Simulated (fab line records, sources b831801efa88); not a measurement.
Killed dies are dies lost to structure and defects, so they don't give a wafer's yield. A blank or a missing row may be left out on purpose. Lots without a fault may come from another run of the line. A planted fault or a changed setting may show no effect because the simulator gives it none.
Problem report in the 8D (eight disciplines) form, filled by code | flow sky130 | the parts of the form that need people (team, actions taken, sign-off) are left out

1. THE PROBLEM
cd_nm at SKY_FIELD_ISO_CD_MEAS_13 reads a mean of 133.9 nm on 2 wafers of 2 lots; wafers without a fault read 150.0 nm with a standard deviation of 1.4. That is -11 standard deviations from the usual mean.
The step: target cd 150 nm.
First seen on wafer L782.5, day 3 22:13, on cd_sem-02. The record holds 39 wafers of 13 lots with a number at this step. Rule for "out", or "out of limits": more than 4 standard deviations from the usual mean. The other wafers with a number count as sound.

2. WHAT IT IS AND WHAT IT IS NOT
question                    | is                   | is not
which readings at this step | cd_nm                | -
which lots                  | L782, L785           | L775, L776, L777, L778, L779, L780, L790, L792, L794, L795, L797
which wafers of those lots  | L782.5, L785.6       | L782.1, L782.4, L785.3, L785.4
read on which gauges        | cd_sem-01, cd_sem-02 | -
when                        | from day 3 22:13     | up to then (20 sound wafers); but 17 sound wafers of L785, L790, L792, L794, L795, L797 came after

3. SUSPECTS, AND WHAT RULES EACH OUT
Counting: a tool at a process step up to the reading stays a suspect if it ran every lot that is out. Sound lots after the first of them don't rule it out here, since some wafers of a struck lot are sound.
- the gauge at SKY_FIELD_ISO_CD_MEAS_13: ruled out. The wafers that are out were read on 2 gauges (cd_sem-01, cd_sem-02).
- krf_scanner-02 at SKY_FIELD_ISO_EXPOSE_10 (exposes mask FOM, target cd 150 nm): kept. It ran every lot that is out, first L782 (day 3 14:31); its last sound lot up to then is L780 (day 3 05:21).
Left after counting: krf_scanner-02 at SKY_FIELD_ISO_EXPOSE_10.

4. THE CAUSE (what the simulator had put in)
Process parameter drift: krf_scanner-02, from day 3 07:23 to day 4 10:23, at SKY_FIELD_ISO_EXPOSE_10. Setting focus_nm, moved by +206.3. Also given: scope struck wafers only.
Counting left only this tool.

5. THE CHAIN OF EFFECTS, in route order
Each row: a reading whose mean over the struck wafers that have a number lies more than 3 standard deviations from the usual. Only readings for which the record gives a usual standard deviation are gone through. hours: the time from each lot's start at the first step in this table that gives one to its start at this step, as a median over the lots. sigmas: the change in usual standard deviations.
hours | step                     | reading | usual    | on struck wafers | change | sigmas
0     | SKY_FIELD_ISO_CD_MEAS_13 | cd_nm   | 150.0 nm | 133.9            | -16.1  | -11
Later measuring or inspecting steps at which every struck wafer that the step has a row for has a number for every such reading, and none has moved that far: SKY_VT_ADJUST_HVTP_OVL_MEAS_08, SKY_LDD_HVP_TW_MEAS_10.

6. WHAT WOULD HAVE CAUGHT IT SOONER
In this record the first reading out of limits at a measuring or inspecting step was taken at day 3 22:13, 15 hours after the fault began at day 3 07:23.
Of the tool readings at SKY_FIELD_ISO_EXPOSE_10 for which the record gives a usual standard deviation, none was out on any struck wafer, so an alarm limit of 4 standard deviations on them would not have fired.
Of the lots that are out (2), L785 began SKY_FIELD_ISO_EXPOSE_10 on krf_scanner-02 after day 3 22:13. A hold on the tool at that time would have spared it.
